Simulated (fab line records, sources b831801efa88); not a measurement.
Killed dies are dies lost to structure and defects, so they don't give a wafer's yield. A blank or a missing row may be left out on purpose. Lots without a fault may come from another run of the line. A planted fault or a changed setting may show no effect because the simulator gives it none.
Problem report in the 8D (eight disciplines) form, filled by code | flow sky130 | the parts of the form that need people (team, actions taken, sign-off) are left out

1. THE PROBLEM
FIELD_ISO_CVD_24_THK at SKY_FIELD_ISO_THK_MEAS_25 reads a mean of 794 nm on 3 wafers of 2 lots; wafers without a fault read 598 nm with a standard deviation of 4.8. That is +41 standard deviations from the usual mean.
First seen on wafer L804.1, day 4 06:37, on film_metro-01. The record holds 35 wafers of 12 lots with a number at this step. Rule for "out", or "out of limits": more than 4 standard deviations from the usual mean. The other wafers with a number count as sound.

2. WHAT IT IS AND WHAT IT IS NOT
question                    | is                           | is not
which readings at this step | FIELD_ISO_CVD_24_THK         | -
which lots                  | L804, L807                   | L795, L796, L797, L798, L799, L800, L801, L802, L803, L806
which wafers of those lots  | L804.1, L804.6, L807.6       | L807.3, L807.5
read on which gauges        | film_metro-01, film_metro-02 | film_metro-03
when                        | from day 4 06:37             | up to then (27 sound wafers); but 5 sound wafers of L806, L807 came after

3. SUSPECTS, AND WHAT RULES EACH OUT
Counting: a tool at a process step up to the reading stays a suspect if it ran every lot that is out. Sound lots after the first of them don't rule it out here, since some wafers of a struck lot are sound.
- the gauge at SKY_FIELD_ISO_THK_MEAS_25: ruled out. The wafers that are out were read on 2 gauges (film_metro-01, film_metro-02).
- hdpcvd-02 at SKY_FIELD_ISO_CVD_24 (deposits SiO2, target thk 595 nm, time 99.2 s): kept. It ran every lot that is out, first L804 (day 4 06:32); its last sound lot up to then is L803 (day 4 03:35).
Left after counting: hdpcvd-02 at SKY_FIELD_ISO_CVD_24.

4. THE CAUSE (what the simulator had put in)
Process parameter drift: hdpcvd-02, from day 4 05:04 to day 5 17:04, at SKY_FIELD_ISO_CVD_24. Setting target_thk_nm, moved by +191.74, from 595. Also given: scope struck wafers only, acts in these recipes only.
Counting left only this tool.

5. THE CHAIN OF EFFECTS, in route order
Each row: a reading whose mean over the struck wafers that have a number lies more than 3 standard deviations from the usual. Only readings for which the record gives a usual standard deviation are gone through. hours: the time from each lot's start at the first step in this table that gives one to its start at this step, as a median over the lots. sigmas: the change in usual standard deviations.
hours | step                      | reading              | usual  | on struck wafers | change | sigmas
0     | SKY_FIELD_ISO_THK_MEAS_25 | FIELD_ISO_CVD_24_THK | 598 nm | 794              | +196   | +41
5     | SKY_FIELD_ISO_CMP_27      | time_to_endpoint_s   | 113 s  | 152              | +39    | +6.9
The process steps in it:
- SKY_FIELD_ISO_CMP_27: polishes, stops on Si3N4, t overpolish 16 s, target thk 457.8 nm.
Later measuring or inspecting steps at which every struck wafer that the step has a row for has a number for every such reading, and none has moved that far: SKY_NWELL_TW_MEAS_26, SKY_VT_ADJUST_HVTR_CD_MEAS_07.

6. WHAT WOULD HAVE CAUGHT IT SOONER
In this record the first reading out of limits at a measuring or inspecting step was taken at day 4 06:37, 2 hours after the fault began at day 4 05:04.
Of the lots that are out (2), L807 began SKY_FIELD_ISO_CVD_24 on hdpcvd-02 after day 4 06:37. A hold on the tool at that time would have spared it.
